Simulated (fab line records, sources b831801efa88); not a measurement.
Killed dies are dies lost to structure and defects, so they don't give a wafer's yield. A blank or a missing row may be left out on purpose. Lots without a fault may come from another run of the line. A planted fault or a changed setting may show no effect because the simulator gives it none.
fab line records | flow gf180mcu
record lots=5 wafers=15 last_day=34
route steps=602 shown NSD@235 PSD@248 SAB@264
lots that met no fault: from a run of the same line without faults
start_h: hours from the record's first day to the start of the lot's first wafer shown | wait_h: hours since the lot's step before | " the same as in the row above | L1.1+2: a row that stands for several wafers | - no value, or no start given | * or withheld: withheld | < > ~ a bound
route shown NAME@n: a module of which the file shows steps, and the number in the route of the first | usual: mean/standard deviation of fault-free wafers | same: alike in all rows | chamber/n: place in a boat | sites: the reading at each site | _std_site: their standard deviation | _edge_site: outer sites' mean less inner sites' | radius_mm: how far each site lies from the wafer's centre | mask NAME#n: copy n | behind: the tool/chamber that last shaped the wafer | hold: why the lot was held/for how many hours/how that ended | device: the transistor (n, p or np) that didn't switch | end of line: the same wafers' tests at the end of the route | a step without rows: its recipe alone | killed: dies lost to structure and defects at the first sort, not the wafer's yield | map: a wafer's dies, x killed, . not, _ none there
set.NAME: the setting as run; set.NAME@STEP: as run at that earlier step | model.NAME: the simulator's own value behind a step, which no gauge read
lots at some steps of the route; a table a step, a row a wafer
services: from which hour (start_h, from the record's first day; less than 0 if before it) a tool's chamber was out of use, for how many hours, and why
## steps
# step GF_NSD_DEHYDRATE_00
# recipe temp_c=200 time_s=60
# columns lot.wafer tool chamber start_h wait_h
L082.1+3+4 litho_track-03 0 354.81 10.2
L087.3+4+5 litho_track-01 0 389.59 10.7
L089.1+2+5 litho_track-02 0 401.73 10.5
L093.1+3+4 litho_track-02 0 435.48 11.3
L096.1+2+6 litho_track-03 0 462.06 11.5
# step GF_NSD_HMDS_01
# recipe prime_time_s=60 prime_temp_c=120
# same prime_time_s=60
# columns lot.wafer tool chamber start_h wait_h
L082.1+3+4 litho_track-03 0 354.96 0.1
L087.3+4+5 litho_track-01 0 389.74 0.1
L089.1+2+5 litho_track-02 0 401.88 0.1
L093.1+3+4 litho_track-02 0 435.63 0.1
L096.1+2+6 litho_track-03 0 462.21 0.1
# step GF_NSD_COAT_02
# recipe resist=NOVOLAK spin_rpm=3000 resist_thk_nm=1000
# columns lot.wafer tool chamber start_h wait_h
L082.1+3+4 litho_track-03 0 355.11 0.1
L087.3+4+5 litho_track-01 0 389.89 0.1
L089.1+2+5 litho_track-02 0 402.03 0.1
L093.1+3+4 litho_track-02 0 435.78 0.1
L096.1+2+6 litho_track-03 0 462.36 0.1
# step GF_NSD_SOFTBAKE_03
# recipe temp_c=90 time_s=60 resist=NOVOLAK
# columns lot.wafer tool chamber start_h wait_h
L082.1+3+4 litho_track-03 0 355.26 0.1
L087.3+4+5 litho_track-01 0 390.04 0.1
L089.1+2+5 litho_track-02 0 402.18 0.1
L093.1+3+4 litho_track-02 0 435.93 0.1
L096.1+2+6 litho_track-03 0 462.51 0.1
# step GF_NSD_EXPOSE_04
# recipe mask_id=Nplus target_cd_nm=400 na=0.6 source_shape=conventional sigma_outer=0.6 dose_mj=140
# usual exposure_dose_mJ_cm2=139.95/0.14
# columns lot.wafer tool chamber start_h wait_h mask exposure_dose_mJ_cm2
L082.1 iline_stepper-02 0 - - Nplus#0 140.30
L082.3 " 0 " " Nplus#0 140.21
L082.4 " 0 " " Nplus#0 140.29
L087.3 iline_stepper-01 0 - - Nplus#0 139.88
L087.4 " 0 " " Nplus#0 139.88
L087.5 " 0 " " Nplus#0 139.81
L089.1 iline_stepper-01 0 - - Nplus#0 140.05
L089.2 " 0 " " Nplus#0 140.11
L089.5 " 0 " " Nplus#0 139.90
L093.1 iline_stepper-02 0 - - Nplus#0 140.14
L093.3 " 0 " " Nplus#0 139.88
L093.4 " 0 " " Nplus#0 140.18
L096.1 iline_stepper-02 0 - - Nplus#0 140.23
L096.2 " 0 " " Nplus#0 140.05
L096.6 " 0 " " Nplus#0 140.05
# step GF_NSD_PEB_05
# recipe temp_c=withheld time_s=* resist=NOVOLAK
# columns lot.wafer tool chamber start_h wait_h
L082.1+3+4 litho_track-02 0 - -
L087.3+4+5 litho_track-01 0 - -
L089.1+2+5 litho_track-01 0 - -
L093.1+3+4 litho_track-01 0 - -
L096.1+2+6 litho_track-02 0 - -
# step GF_NSD_DEVELOP_06
# recipe develop_time_s=60 dev_temp_c=23
# columns lot.wafer tool chamber start_h wait_h
L082.1+3+4 litho_track-02 0 366.08 0.1
L087.3+4+5 litho_track-01 0 400.89 0.1
L089.1+2+5 litho_track-01 0 414.54 0.1
L093.1+3+4 litho_track-01 0 448.19 0.1
L096.1+2+6 litho_track-02 0 474.63 0.1
# step GF_NSD_CD_MEAS_07
# recipe target_cd_nm=400
# usual cd_nm=400.6/2.3
# columns lot.wafer tool chamber start_h wait_h cd_nm
L082.1 cd_sem-01 - 366.23 0.1 397.5
L082.3 " - " " 398.3
L082.4 " - " " 398.1
L087.3 cd_sem-02 - 401.03 0.1 405.6
L087.4 " - " " 404.2
L087.5 " - " " 403.1
L089.1 cd_sem-01 - 414.69 0.1 395.1
L089.2 " - " " 396.7
L089.5 " - " " 395.4
L093.1 cd_sem-02 - 448.34 0.1 396.5
L093.3 " - " " 398.6
L093.4 " - " " 400.0
L096.1 cd_sem-02 - 474.78 0.1 399.0
L096.2 " - " " 401.1
L096.6 " - " " 400.7
# step GF_NSD_OVL_MEAS_08
# usual NSD_OVL=1.3/1.4
# columns lot.wafer tool chamber start_h wait_h NSD_OVL[nm]
L082.1 overlay-01 - 366.35 0.1 0.3
L082.3 " - " " 0.6
L082.4 " - " " -0.1
L087.3 overlay-02 - 401.12 0.1 -0.7
L087.4 " - " " 0.1
L087.5 " - " " 0.0
L089.1 overlay-01 - 414.81 0.1 1.3
L089.2 " - " " 0.9
L089.5 " - " " 2.0
L093.1 overlay-01 - 448.46 0.1 2.3
L093.3 " - " " 0.9
L093.4 " - " " 2.7
L096.1 overlay-02 - 474.90 0.1 0.0
L096.2 " - " " 0.6
L096.6 " - " " -1.5
# step GF_NSD_IMPLANT_09
# recipe species=As energy_kev=60 dose_cm2=4e+15 tilt_deg=7
# usual end_station_pressure_torr=1.24e-05/6e-07
# columns lot.wafer tool chamber start_h wait_h end_station_pressure_torr
L082.1 implanter-01 0 366.39 0.0 1.18e-05
L082.3 " 0 " " 1.24e-05
L082.4 " 0 " " 1.29e-05
L087.3 implanter-01 0 401.20 0.1 1.19e-05
L087.4 " 0 " " 1.2e-05
L087.5 " 0 " " 1.17e-05
L089.1 implanter-03 0 414.85 0.0 1.28e-05
L089.2 " 0 " " 1.34e-05
L089.5 " 0 " " 1.24e-05
L093.1 implanter-03 0 448.50 0.0 1.26e-05
L093.3 " 0 " " 1.23e-05
L093.4 " 0 " " 1.25e-05
L096.1 implanter-01 0 474.93 0.0 1.14e-05
L096.2 " 0 " " 1.22e-05
L096.6 " 0 " " 1.23e-05
# step GF_NSD_IMPLANT_10
# recipe species=P energy_kev=40 dose_cm2=5e+14 tilt_deg=7
# usual end_station_pressure_torr=7.2e-06/3.6e-07
# columns lot.wafer tool chamber start_h wait_h end_station_pressure_torr
L082.1 implanter-01 0 366.54 0.1 6.8e-06
L082.3 " 0 " " 7.9e-06
L082.4 " 0 " " 7.7e-06
L087.3 implanter-01 0 401.35 0.1 7.3e-06
L087.4 " 0 " " 7.1e-06
L087.5 " 0 " " 6.6e-06
L089.1 implanter-03 0 415.00 0.1 7.3e-06
L089.2 " 0 " " 7.9e-06
L089.5 " 0 " " 6.5e-06
L093.1 implanter-03 0 448.65 0.1 7e-06
L093.3 " 0 " " 7.5e-06
L093.4 " 0 " " 6.9e-06
L096.1 implanter-01 0 475.08 0.1 7.9e-06
L096.2 " 0 " " 7.1e-06
L096.6 " 0 " " 6.5e-06
# step GF_NSD_STRIP_11
# recipe chemistry=O2/N2 power_w=1400 pressure_mtorr=1500 platen_temp_c=250 o2_flow_sccm=3000 n2_flow_sccm=300 overash_fraction=0.5
# usual drypump_motor_current_A=5.6/0.34 heater_power_w=311/37 oes_product_au=0.487/0.0047 strip_time_to_endpoint_s=22.97/0.033
# columns lot.wafer tool chamber start_h wait_h drypump_motor_current_A heater_power_w oes_product_au rf_hours_counter_h strip_time_to_endpoint_s
L082.1 plasma_asher-04 0 366.69 0.1 5.5 275 0.485 26 23.02
L082.3 " 1 " " 5.3 314 0.484 - 22.98
L082.4 " 0 " " 5.5 285 0.484 - 22.97
L087.3 plasma_asher-01 0 401.48 0.1 5.8 390 0.489 - 22.98
L087.4 " 1 " " 6.2 290 0.488 - 23.01
L087.5 " 0 " " 5.8 377 0.494 - 23.00
L089.1 plasma_asher-01 0 415.15 0.1 5.8 385 0.500 81 23.03
L089.2 " 1 " " 6.2 289 0.482 81 23.02
L089.5 " 0 " " 5.7 383 0.486 - 23.04
L093.1 plasma_asher-01 1 448.80 0.1 6.2 289 0.484 85 23.01
L093.3 " 0 " " 5.7 376 0.485 - 23.00
L093.4 " 1 " " 6.2 288 0.485 - 23.00
L096.1 plasma_asher-04 1 475.23 0.1 5.3 322 0.487 38 22.95
L096.2 " 0 " " 5.5 280 0.490 38 22.93
L096.6 " 1 " " 5.3 309 0.485 - 22.91
# step GF_NSD_TW_MEAS_12
# usual NSD_TW=4202/38
# columns lot.wafer tool chamber start_h wait_h NSD_TW
L082.1 film_metro-02 - 366.79 0.1 4205
L082.3 " - " " 4220
L082.4 " - " " 4217
L087.3 film_metro-02 - 401.57 0.1 4207
L087.4 " - " " 4195
L087.5 " - " " 4236
L089.1 film_metro-03 - 415.25 0.1 4152
L089.2 " - " " 4163
L089.5 " - " " 4159
L093.1 film_metro-02 - 448.90 0.1 4156
L093.3 " - " " 4205
L093.4 " - " " 4191
L096.1 film_metro-03 - 475.33 0.1 4203
L096.2 " - " " 4192
L096.6 " - " " 4194
# step GF_PSD_DEHYDRATE_00
# recipe temp_c=200 time_s=60
# columns lot.wafer tool chamber start_h wait_h
L082.1+3+4 litho_track-04 0 376.81 10.0
L087.3+4+5 litho_track-01 0 412.64 11.1
L089.1+2+5 litho_track-04 0 426.01 10.8
L093.1+3+4 litho_track-01 0 460.89 12.0
L096.1+2+6 litho_track-04 0 487.06 11.7
# step GF_PSD_HMDS_01
# recipe prime_time_s=60 prime_temp_c=120
# same prime_time_s=60
# columns lot.wafer tool chamber start_h wait_h
L082.1+3+4 litho_track-04 0 376.96 0.1
L087.3+4+5 litho_track-01 0 412.79 0.1
L089.1+2+5 litho_track-04 0 426.16 0.1
L093.1+3+4 litho_track-01 0 461.04 0.1
L096.1+2+6 litho_track-04 0 487.21 0.1
# step GF_PSD_COAT_02
# recipe resist=NOVOLAK spin_rpm=3000 resist_thk_nm=1000
# columns lot.wafer tool chamber start_h wait_h
L082.1+3+4 litho_track-04 0 377.11 0.1
L087.3+4+5 litho_track-01 0 412.94 0.1
L089.1+2+5 litho_track-04 0 426.31 0.1
L093.1+3+4 litho_track-01 0 461.19 0.1
L096.1+2+6 litho_track-04 0 487.36 0.1
# step GF_PSD_SOFTBAKE_03
# recipe temp_c=90 time_s=60 resist=NOVOLAK
# columns lot.wafer tool chamber start_h wait_h
L082.1+3+4 litho_track-04 0 377.26 0.1
L087.3+4+5 litho_track-01 0 413.09 0.1
L089.1+2+5 litho_track-04 0 426.46 0.1
L093.1+3+4 litho_track-01 0 461.34 0.1
L096.1+2+6 litho_track-04 0 487.51 0.1
# step GF_PSD_EXPOSE_04
# recipe mask_id=Pplus target_cd_nm=400 na=0.6 source_shape=conventional sigma_outer=0.6 dose_mj=140
# usual exposure_dose_mJ_cm2=139.97/0.16
# columns lot.wafer tool chamber start_h wait_h mask exposure_dose_mJ_cm2
L082.1 iline_stepper-01 0 - - Pplus#0 139.97
L082.3 " 0 " " Pplus#0 140.02
L082.4 " 0 " " Pplus#0 140.12
L087.3 iline_stepper-02 0 - - Pplus#0 140.09
L087.4 " 0 " " Pplus#0 139.89
L087.5 " 0 " " Pplus#0 139.93
L089.1 iline_stepper-01 0 - - Pplus#0 139.80
L089.2 " 0 " " Pplus#0 139.71
L089.5 " 0 " " Pplus#0 139.88
L093.1 iline_stepper-02 0 - - Pplus#0 139.91
L093.3 " 0 " " Pplus#0 139.92
L093.4 " 0 " " Pplus#0 139.70
L096.1 iline_stepper-01 0 - - Pplus#0 140.08
L096.2 " 0 " " Pplus#0 139.84
L096.6 " 0 " " Pplus#0 139.88
# step GF_PSD_PEB_05
# recipe temp_c=withheld time_s=* resist=NOVOLAK
# columns lot.wafer tool chamber start_h wait_h
L082.1+3+4 litho_track-03 0 - -
L087.3+4+5 litho_track-04 0 - -
L089.1+2+5 litho_track-04 0 - -
L093.1+3+4 litho_track-04 0 - -
L096.1+2+6 litho_track-01 0 - -
# step GF_PSD_DEVELOP_06
# recipe develop_time_s=60 dev_temp_c=23
# columns lot.wafer tool chamber start_h wait_h
L082.1+3+4 litho_track-03 0 388.06 0.1
L087.3+4+5 litho_track-04 0 424.66 0.1
L089.1+2+5 litho_track-04 0 438.61 0.1
L093.1+3+4 litho_track-04 0 473.26 0.1
L096.1+2+6 litho_track-01 0 499.09 0.1
# step GF_PSD_CD_MEAS_07
# recipe target_cd_nm=400
# usual cd_nm=400.2/1.9
# columns lot.wafer tool chamber start_h wait_h cd_nm
L082.1 cd_sem-02 - 388.21 0.1 400.9
L082.3 " - " " 402.0
L082.4 " - " " 400.7
L087.3 cd_sem-01 - 424.80 0.1 400.0
L087.4 " - " " 398.3
L087.5 " - " " 401.4
L089.1 cd_sem-01 - 438.76 0.1 403.0
L089.2 " - " " 401.9
L089.5 " - " " 402.5
L093.1 cd_sem-02 - 473.41 0.1 401.8
L093.3 " - " " 403.1
L093.4 " - " " 400.9
L096.1 cd_sem-02 - 499.24 0.1 400.7
L096.2 " - " " 399.3
L096.6 " - " " 400.3
# step GF_PSD_OVL_MEAS_08
# usual PSD_OVL=0.7/1.3
# columns lot.wafer tool chamber start_h wait_h PSD_OVL[nm]
L082.1 overlay-02 - 388.33 0.1 0.5
L082.3 " - " " 3.3
L082.4 " - " " 0.9
L087.3 overlay-01 - 424.89 0.1 2.2
L087.4 " - " " 0.9
L087.5 " - " " 1.0
L089.1 overlay-02 - 438.88 0.1 2.8
L089.2 " - " " 0.3
L089.5 " - " " 2.6
L093.1 overlay-01 - 473.53 0.1 0.7
L093.3 " - " " 1.0
L093.4 " - " " -0.9
L096.1 overlay-01 - 499.36 0.1 1.7
L096.2 " - " " 0.3
L096.6 " - " " 1.7
# step GF_PSD_IMPLANT_09
# recipe species=BF2 energy_kev=40.31 dose_cm2=1.5e+15 tilt_deg=7
# usual end_station_pressure_torr=1.18e-05/5.8e-07
# columns lot.wafer tool chamber start_h wait_h end_station_pressure_torr
L082.1 implanter-01 0 388.36 0.0 1.12e-05
L082.3 " 0 " " 1.09e-05
L082.4 " 0 " " 1.09e-05
L087.3 implanter-03 0 424.97 0.1 1.04e-05
L087.4 " 0 " " 1.13e-05
L087.5 " 0 " " 1.24e-05
L089.1 implanter-01 0 438.91 0.0 1.12e-05
L089.2 " 0 " " 1.17e-05
L089.5 " 0 " " 1.19e-05
L093.1 implanter-03 0 473.56 0.0 1.14e-05
L093.3 " 0 " " 1.21e-05
L093.4 " 0 " " 1.2e-05
L096.1 implanter-01 0 499.40 0.0 1.24e-05
L096.2 " 0 " " 1.17e-05
L096.6 " 0 " " 1.07e-05
# step GF_PSD_STRIP_10
# recipe chemistry=O2/N2 power_w=1400 pressure_mtorr=1500 platen_temp_c=250 o2_flow_sccm=3000 n2_flow_sccm=300 overash_fraction=0.5
# usual drypump_motor_current_A=5.36/0.29 heater_power_w=309/23 oes_product_au=0.590/0.0048 strip_time_to_endpoint_s=16.55/0.039
# columns lot.wafer tool chamber start_h wait_h drypump_motor_current_A heater_power_w oes_product_au rf_hours_counter_h strip_time_to_endpoint_s
L082.1 plasma_asher-04 1 388.51 0.1 5.28 318 0.590 29 16.56
L082.3 " 0 " " 5.46 285 0.591 - 16.57
L082.4 " 1 " " 5.28 309 0.587 - 16.59
L087.3 plasma_asher-04 1 425.10 0.1 5.31 309 0.584 - 16.53
L087.4 " 0 " " 5.47 287 0.579 - 16.53
L087.5 " 0 " " 5.49 286 0.592 - 16.50
L089.1 plasma_asher-02 0 439.06 0.1 5.64 351 0.591 61 16.60
L089.2 " 1 " " 4.97 296 0.588 61 16.63
L089.5 " 1 " " 4.97 305 0.588 - 16.62
L093.1 plasma_asher-02 0 473.71 0.1 5.59 340 0.584 65 16.56
L093.3 " 1 " " 4.96 299 0.587 - 16.55
L093.4 " 0 " " 5.59 350 0.591 - 16.51
L096.1 plasma_asher-02 1 499.55 0.1 4.94 298 0.596 68 16.56
L096.2 " 0 " " 5.58 345 0.592 68 16.57
L096.6 " 0 " " 5.63 339 0.593 - 16.56
# step GF_PSD_TW_MEAS_11
# usual PSD_TW=3153/42
# columns lot.wafer tool chamber start_h wait_h PSD_TW
L082.1 film_metro-03 - 388.61 0.1 3113
L082.3 " - " " 3123
L082.4 " - " " 3113
L087.3 film_metro-02 - 425.19 0.1 3149
L087.4 " - " " 3131
L087.5 " - " " 3143
L089.1 film_metro-03 - 439.16 0.1 3103
L089.2 " - " " 3114
L089.5 " - " " 3097
L093.1 film_metro-02 - 473.81 0.1 3164
L093.3 " - " " 3171
L093.4 " - " " 3170
L096.1 film_metro-01 - 499.65 0.1 3195
L096.2 " - " " 3176
L096.6 " - " " 3212
# step GF_PSD_CLEAN_12
# recipe chemistry=SC1/SC2 mix=1:4:20 temp_c=70 time_s=150 dry=n2_spin
# usual bath_heat_duty_pct=13.5/0.95
# columns lot.wafer tool chamber start_h wait_h bath_heat_duty_pct
L082.1 wet_bench-04 1 388.67 0.1 12.7
L082.3 " 1 " " 13.5
L082.4 " 1 " " 12.7
L087.3 wet_bench-02 3 425.23 0.0 13.8
L087.4 " 3 " " 13.6
L087.5 " 3 " " 13.1
L089.1 wet_bench-02 0 439.22 0.1 12.7
L089.2 " 0 " " 13.9
L089.5 " 0 " " 14.1
L093.1 wet_bench-04 3 473.87 0.1 14.2
L093.3 " 3 " " 13.6
L093.4 " 3 " " 13.3
L096.1 wet_bench-01 2 499.71 0.1 12.9
L096.2 " 2 " " 13.4
L096.6 " 2 " " 12.9
# step GF_PSD_RTA_13
# recipe temp_c=1025 time_s=20 ambient=N2
# usual lamp_power_pct=38/4.3 wafer_temp_C_max=1029.9/2.7
# columns lot.wafer tool chamber start_h wait_h lamp_power_pct wafer_temp_C_max
L082.1 rtp_anneal-02 0 388.72 0.0 35 1026.9
L082.3 " 0 " " 35 1028.1
L082.4 " 0 " " 35 1028.4
L087.3 rtp_anneal-02 0 425.30 0.0 35 1028.5
L087.4 " 0 " " 35 1027.8
L087.5 " 0 " " 35 1027.4
L089.1 rtp_anneal-02 0 439.27 0.0 35 1027.5
L089.2 " 0 " " 35 1028.3
L089.5 " 0 " " 35 1028.5
L093.1 rtp_anneal-01 0 473.92 0.0 43 1033.4
L093.3 " 0 " " 43 1032.3
L093.4 " 0 " " 43 1034.5
L096.1 rtp_anneal-01 0 499.76 0.0 43 1032.2
L096.2 " 0 " " 44 1035.4
L096.6 " 0 " " 43 1032.7
# step GF_PSD_RS_MEAS_14
# recipe thk_meas_gauge=four-point-probe
# usual NSD_RS=46.12/0.085
# columns lot.wafer tool chamber start_h wait_h NSD_RS[ohm/sq]
L082.1 film_metro-02 - 388.81 0.1 46.14
L082.3 " - " " 46.16
L082.4 " - " " 46.06
L087.3 film_metro-01 - 425.40 0.1 46.18
L087.4 " - " " 46.23
L087.5 " - " " 46.09
L089.1 film_metro-01 - 439.36 0.1 46.09
L089.2 " - " " 46.10
L089.5 " - " " 46.06
L093.1 film_metro-01 - 474.01 0.1 46.07
L093.3 " - " " 46.05
L093.4 " - " " 46.02
L096.1 film_metro-01 - 499.84 0.1 46.14
L096.2 " - " " 46.16
L096.6 " - " " 46.10
# step GF_PSD_RS_MEAS_15
# recipe thk_meas_gauge=four-point-probe
# usual PSD_RS=108.1/0.31
# columns lot.wafer tool chamber start_h wait_h PSD_RS[ohm/sq]
L082.1 film_metro-02 - 388.93 0.1 107.8
L082.3 " - " " 108.0
L082.4 " - " " 107.9
L087.3 film_metro-01 - 425.52 0.1 108.4
L087.4 " - " " 108.6
L087.5 " - " " 108.6
L089.1 film_metro-01 - 439.48 0.1 108.0
L089.2 " - " " 108.0
L089.5 " - " " 108.2
L093.1 film_metro-01 - 474.13 0.1 107.8
L093.3 " - " " 107.7
L093.4 " - " " 108.0
L096.1 film_metro-01 - 499.96 0.1 108.4
L096.2 " - " " 108.5
L096.6 " - " " 108.4
# step GF_SAB_CVD_00
# recipe material=SiO2 target_thk_nm=50 precursor=TEOS temp_c=400 time_s=4.9302 rf_w=600
# usual heater_power_w=631/89 rf_fwd_power_W=587.1/2.2
# columns lot.wafer tool chamber start_h wait_h heater_power_w rf_fwd_power_W
L082.1 pecvd-02 1 389.05 0.1 640 587.4
L082.3 " 2 " " 681 590.2
L082.4 " 2 " " 530 589.0
L087.3 pecvd-01 0 425.60 0.1 592 585.4
L087.4 " 0 " " 590 583.8
L087.5 " 2 " " 550 590.5
L089.1 pecvd-02 0 439.60 0.1 452 584.4
L089.2 " 1 " " 678 589.4
L089.5 " 0 " " 459 584.7
L093.1 pecvd-03 0 474.25 0.1 568 586.1
L093.3 " 2 " " 773 588.0
L093.4 " 2 " " 788 586.4
L096.1 pecvd-02 0 500.08 0.1 537 583.8
L096.2 " 2 " " 666 588.1
L096.6 " 0 " " 542 582.9
# step GF_SAB_THK_MEAS_01
# recipe reads=SiO2_of_SAB_CVD_00
# usual SAB_CVD_00_THK=49.5/0.74
# columns lot.wafer tool chamber start_h wait_h SAB_CVD_00_THK[nm]
L082.1 film_metro-01 - 389.07 0.0 49.9
L082.3 " - " " 49.4
L082.4 " - " " 50.4
L087.3 film_metro-04 - 425.64 0.0 48.9
L087.4 " - " " 49.6
L087.5 " - " " 49.2
L089.1 film_metro-04 - 439.62 0.0 48.2
L089.2 " - " " 48.6
L089.5 " - " " 49.2
L093.1 film_metro-04 - 474.27 0.0 48.4
L093.3 " - " " 49.7
L093.4 " - " " 50.4
L096.1 film_metro-03 - 500.10 0.0 49.2
L096.2 " - " " 49.7
L096.6 " - " " 50.4
# step GF_SAB_DEHYDRATE_02
# recipe temp_c=200 time_s=60
# columns lot.wafer tool chamber start_h wait_h
L082.1+3+4 litho_track-01 0 399.79 10.7
L087.3+4+5 litho_track-01 0 437.19 11.5
L089.1+2+5 litho_track-01 0 451.49 11.9
L093.1+3+4 litho_track-01 0 486.24 12.0
L096.1+2+6 litho_track-02 0 511.98 11.9
# step GF_SAB_HMDS_03
# recipe prime_time_s=60 prime_temp_c=120
# same prime_time_s=60
# columns lot.wafer tool chamber start_h wait_h
L082.1+3+4 litho_track-01 0 399.94 0.1
L087.3+4+5 litho_track-01 0 437.34 0.1
L089.1+2+5 litho_track-01 0 451.64 0.1
L093.1+3+4 litho_track-01 0 486.39 0.1
L096.1+2+6 litho_track-02 0 512.13 0.1
# step GF_SAB_COAT_04
# recipe resist=NOVOLAK spin_rpm=3000 resist_thk_nm=1000
# columns lot.wafer tool chamber start_h wait_h
L082.1+3+4 litho_track-01 0 400.09 0.1
L087.3+4+5 litho_track-01 0 437.49 0.1
L089.1+2+5 litho_track-01 0 451.79 0.1
L093.1+3+4 litho_track-01 0 486.54 0.1
L096.1+2+6 litho_track-02 0 512.28 0.1
# step GF_SAB_SOFTBAKE_05
# recipe temp_c=90 time_s=60 resist=NOVOLAK
# columns lot.wafer tool chamber start_h wait_h
L082.1+3+4 litho_track-01 0 400.24 0.1
L087.3+4+5 litho_track-01 0 437.64 0.1
L089.1+2+5 litho_track-01 0 451.94 0.1
L093.1+3+4 litho_track-01 0 486.69 0.1
L096.1+2+6 litho_track-02 0 512.43 0.1
# step GF_SAB_EXPOSE_06
# recipe mask_id=SAB target_cd_nm=420 na=0.6 source_shape=conventional sigma_outer=0.6 dose_mj=140
# usual exposure_dose_mJ_cm2=139.99/0.16
# columns lot.wafer tool chamber start_h wait_h mask exposure_dose_mJ_cm2
L082.1 iline_stepper-02 0 - - SAB#0 139.78
L082.3 " 0 " " SAB#0 139.93
L082.4 " 0 " " SAB#0 140.08
L087.3 iline_stepper-01 0 - - SAB#0 139.59
L087.4 " 0 " " SAB#0 139.83
L087.5 " 0 " " SAB#0 139.71
L089.1 iline_stepper-02 0 - - SAB#0 140.18
L089.2 " 0 " " SAB#0 140.24
L089.5 " 0 " " SAB#0 140.17
L093.1 iline_stepper-02 0 - - SAB#0 140.16
L093.3 " 0 " " SAB#0 139.97
L093.4 " 0 " " SAB#0 139.92
L096.1 iline_stepper-02 0 - - SAB#0 139.96
L096.2 " 0 " " SAB#0 139.98
L096.6 " 0 " " SAB#0 139.89
# step GF_SAB_PEB_07
# recipe temp_c=withheld time_s=* resist=NOVOLAK
# columns lot.wafer tool chamber start_h wait_h
L082.1+3+4 litho_track-02 0 - -
L087.3+4+5 litho_track-01 0 - -
L089.1+2+5 litho_track-01 0 - -
L093.1+3+4 litho_track-02 0 - -
L096.1+2+6 litho_track-04 0 - -
# step GF_SAB_DEVELOP_08
# recipe develop_time_s=60 dev_temp_c=23
# columns lot.wafer tool chamber start_h wait_h
L082.1+3+4 litho_track-02 0 411.63 0.1
L087.3+4+5 litho_track-01 0 450.09 0.1
L089.1+2+5 litho_track-01 0 464.19 0.1
L093.1+3+4 litho_track-02 0 497.63 0.1
L096.1+2+6 litho_track-04 0 523.36 0.1
# step GF_SAB_CD_MEAS_09
# recipe target_cd_nm=420
# usual cd_nm=419.4/2.6
# columns lot.wafer tool chamber start_h wait_h cd_nm
L082.1 cd_sem-01 - 411.78 0.1 424.5
L082.3 " - " " 423.6
L082.4 " - " " 422.2
L087.3 cd_sem-01 - 450.23 0.1 416.0
L087.4 " - " " 418.2
L087.5 " - " " 419.9
L089.1 cd_sem-02 - 464.34 0.1 415.7
L089.2 " - " " 416.2
L089.5 " - " " 416.2
L093.1 cd_sem-02 - 497.78 0.1 422.5
L093.3 " - " " 422.2
L093.4 " - " " 420.5
L096.1 cd_sem-01 - 523.51 0.1 420.3
L096.2 " - " " 420.8
L096.6 " - " " 420.2
# step GF_SAB_OVL_MEAS_10
# usual SAB_OVL=1.2/1.3
# columns lot.wafer tool chamber start_h wait_h SAB_OVL[nm]
L082.1 overlay-02 - 411.90 0.1 0.8
L082.3 " - " " -0.8
L082.4 " - " " -0.6
L087.3 overlay-01 - 450.32 0.1 0.8
L087.4 " - " " 1.3
L087.5 " - " " 1.3
L089.1 overlay-01 - 464.46 0.1 2.7
L089.2 " - " " 2.0
L089.5 " - " " 4.2
L093.1 overlay-02 - 497.90 0.1 -0.4
L093.3 " - " " -0.1
L093.4 " - " " 0.0
L096.1 overlay-01 - 523.63 0.1 0.3
L096.2 " - " " 0.4
L096.6 " - " " -0.1
# step GF_SAB_ETCH_11
# recipe chemistry=C4F8/O2/Ar mask_material=NOVOLAK target=SiO2 target_depth_nm=55 source_w=1500 bias_w=1200 pressure_mtorr=40 c4f8_flow_sccm=withheld O2_flow_sccm=6 Ar_flow_sccm=300 time_s=8.5
# usual oes_product_au=1.004/0.012 rf_fwd_power_W=1472/7.7
# columns lot.wafer tool chamber start_h wait_h oes_product_au rf_fwd_power_W
L082.1 rie_diel-02 2 411.93 0.0 1.009 1464
L082.3 " 1 " " 1.009 1471
L082.4 " 3 " " 0.991 1481
L087.3 rie_diel-03 2 450.35 0.0 0.999 1478
L087.4 " 0 " " 1.001 1477
L087.5 " 3 " " 0.986 1463
L089.1 rie_diel-03 1 464.50 0.0 1.005 1470
L089.2 " 2 " " 1.000 1472
L089.5 " 2 " " 0.996 1484
L093.1 rie_diel-03 3 497.93 0.0 0.989 1476
L093.3 " 0 " " 0.990 1477
L093.4 " 3 " " 0.995 1472
L096.1 rie_diel-03 3 523.66 0.0 0.982 1471
L096.2 " 1 " " 1.001 1463
L096.6 " 1 " " 1.003 1461
# step GF_SAB_WET_ETCH_12
# recipe chemistry=dHF target_depth_nm=22 dry=n2_spin target=SiO2 temp_c=25 dilution=100:1 time_s=440
# usual bath_heat_duty_pct=6.3/0.46
# columns lot.wafer tool chamber start_h wait_h bath_heat_duty_pct
L082.1 wet_bench-03 3 411.96 0.0 6.5
L082.3 " 3 " " 6.8
L082.4 " 3 " " 5.5
L087.3 wet_bench-02 0 450.37 0.0 5.9
L087.4 " 0 " " 5.9
L087.5 " 0 " " 7.0
L089.1 wet_bench-01 3 464.52 0.0 6.9
L089.2 " 3 " " 6.1
L089.5 " 3 " " 6.4
L093.1 wet_bench-02 1 497.95 0.0 6.2
L093.3 " 1 " " 6.3
L093.4 " 1 " " 6.5
L096.1 wet_bench-01 3 523.68 0.0 6.2
L096.2 " 3 " " 5.7
L096.6 " 3 " " 5.8
## services
# columns tool chamber start_h hours kind
plasma_asher-01 - 337.15 9.8 repair
plasma_asher-02 - 341.20 4.0 repair
implanter-01 - 347.69 2.1 repair
implanter-01 - 350.09 2.4 repair
implanter-03 - 356.60 1.0 repair
rtp_anneal-01 - 358.58 47.2 pm
rie_diel-02 1 359.73 7.1 repair
plasma_asher-01 - 360.41 15.6 pm
pecvd-01 - 361.55 6.0 pm
pecvd-01 - 368.88 14.0 pm
implanter-01 - 371.10 2.9 pm
wet_bench-03 - 372.11 4.3 repair
iline_stepper-01 - 396.00 1.7 pm
wet_bench-02 - 398.56 1.3 repair
rie_diel-02 - 406.20 1.6 repair
pecvd-01 0 412.21 5.1 repair
iline_stepper-02 - 415.86 1.7 pm
wet_bench-04 - 434.78 0.5 repair
implanter-01 - 435.83 0.9 repair
rie_diel-03 - 447.10 2.8 pm
iline_stepper-01 - 474.72 8.9 pm
implanter-01 - 485.25 4.6 pm
iline_stepper-02 - 487.58 0.6 repair
rie_diel-03 2 492.43 4.1 repair
## key
fault none
